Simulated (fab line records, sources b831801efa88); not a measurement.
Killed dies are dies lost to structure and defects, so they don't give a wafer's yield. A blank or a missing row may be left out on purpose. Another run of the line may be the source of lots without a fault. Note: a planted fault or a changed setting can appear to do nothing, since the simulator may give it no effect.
Matching of chambers	flow gf180mcu	GF_V1_CMP_26 on cmp-02 has 4 sister chambers
The step polishes, stops on SiO2, t overpolish 15 s, target thk 0 nm. 8 wafers are shown with their chamber, then 7 later ones without.

WAFERS, EACH WITH ITS CHAMBER
wafer	chamber	motor-current-A (A)	time-to-endpoint-s (s)
L720.5	1	12.3	86
L728.1	3	12.9	91
L728.4	2	11.8	87
L728.6	2	12.2	87
L731.1	0	11.4	90
L731.3	3	12.6	87
L731.5	1	12.4	85
L736.3	0	11.7	86

WAFERS MISSING THEIR CHAMBER
wafer	motor-current-A (A)	time-to-endpoint-s (s)
L736.5	11.3	89
L736.6	12.1	86
L737.3	11.9	84
L737.5	11.9	87
L743.1	13.3	86
L743.3	11.4	83
L743.5	12.2	87

EACH ONE'S CHAMBER
wafer	from the rows above	in truth
L736.5	0	0
L736.6	can't be placed: 2 or 1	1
L737.3	can't be placed: 2 or 1 or 0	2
L737.5	can't be placed: 2 or 0 or 1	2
L743.1	can't be placed: 3 or 1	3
L743.3	can't be placed: 0 or 2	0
L743.5	can't be placed: 2 or 1 or 3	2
Correctly placed: 1 of 7. Cannot be placed on the basis of these rows: 6; the candidates contain the true chamber in 6. Wrongly placed: 0.
How it was worked out, from the rows above alone: a wafer's distance from a chamber is the root of the sum, over the readings, of the square of ((its reading less the chamber's mean) divided by the reading's scatter). If the next closest chamber is less than 2 further off than the closest, the wafer can't be placed; otherwise it belongs to the closest. The mean given for a chamber averages the wafers shown for that chamber. The scatter: the root of (the sum of the squares of (reading less its chamber's mean) over the shown wafers, divided by (wafers less chambers)).
